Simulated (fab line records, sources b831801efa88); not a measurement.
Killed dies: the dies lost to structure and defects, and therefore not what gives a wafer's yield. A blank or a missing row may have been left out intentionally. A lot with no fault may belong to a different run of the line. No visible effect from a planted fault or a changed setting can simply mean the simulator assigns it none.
A single fault, viewed from 2 desks | flow gf180mcu | every desk sees just its own numbers, and what lay behind them comes last

THE METROLOGY DESK
Means of the sampled wafers that have a number, per lot and without regard to the tool the lot ran on: this is what the gauges read. The brackets show how far a lot's mean lies from the usual mean; more than 4 standard deviations puts the lot out of limits, marked OUT.
Columns: A = STI_CVD_23_THK at GF_STI_THK_MEAS_24, usual 649 nm; B = LVPWELL_OVL at GF_LVPWELL_OVL_MEAS_07, usual 1.3 nm; C = VT_IMPLANT_4_TW at GF_VT_IMPLANT_TW_MEAS_43, usual 685
lot  | first seen here | A   | B    | C
L502 | day 2 06:38     | 651 | -0.4 | 682
L503 | day 2 19:16     | 656 | -0.2 | 703
L504 | day 2 19:18     | 647 | 1.5  | 701
L505 | day 2 23:02     | 648 | 1.1  | 701
L506 | day 3 04:05     | 645 | 4.6  | 678
L507 | day 3 04:47     | 646 | 1.7  | 695
L508 | day 3 17:06     | 669 | 2.7  | 676
L511 | day 4 02:17     | 652 | 1.9  | 679
L516 | day 5 04:19     | 647 | -0.4 | 639 (-4.6) OUT
L518 | day 5 14:43     | 636 | 2.1  | 645 (-4.0) OUT
L522 | day 6 10:44     | 650 | 0.2  | 696
L523 | day 6 16:22     | 648 | -0.8 | 677
L525 | day 7 02:21     | 640 | 2.2  | 686
This desk finds L516, L518 out of limits, with the earliest case on L516 at day 11 12:22 (VT_IMPLANT_4_TW at GF_VT_IMPLANT_TW_MEAS_43). Within limits: L502, L503, L504, L505, L506, L507, L508, L511, L522, L523, L525.

AT THE TOOL OWNER'S DESK: implanter-04
For each lot that ran on this tool, the mean over its sampled wafers that have a number, from the tool's own readings at GF_VT_IMPLANT_IMPLANT_41. The brackets show how far a lot's mean lies from the usual mean; more than 4 standard deviations puts the lot out of limits, marked OUT.
Columns: A = beam-energy-keV at GF_VT_IMPLANT_IMPLANT_41, usual 70.006
lot  | first seen here | A
L502 | day 7 21:16     | 69.985
L504 | day 8 05:52     | 69.979
L506 | day 9 00:54     | 70.034
L511 | day 9 22:58     | 70.007
L516 | day 11 12:07    | 57.894 (-99 or more) OUT
L518 | day 11 21:17    | 57.900 (-99 or more) OUT
Finding of this desk: L516, L518 out of limits; the first was L516 at day 11 12:07, on beam-energy-keV at GF_VT_IMPLANT_IMPLANT_41. Within limits: L502, L504, L506, L511.

ALL TOGETHER
At day 11 12:07, on L516, L518, the tool owner's desk was in a position to raise an alarm.
Metrology desk: alarm possible at day 11 12:22 on L516, L518.
All the named lots went through GF_VT_IMPLANT_IMPLANT_41 on implanter-04.

WHAT THE SIMULATOR HAD PUT IN
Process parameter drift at GF_VT_IMPLANT_IMPLANT_41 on implanter-04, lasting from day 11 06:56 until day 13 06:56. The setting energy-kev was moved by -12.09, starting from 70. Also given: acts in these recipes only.
Shown lots that were struck: L516, L518.
Hours from the fault's start to each desk's first reading out of limits: the tool owner's desk, 5; the metrology desk, 5.
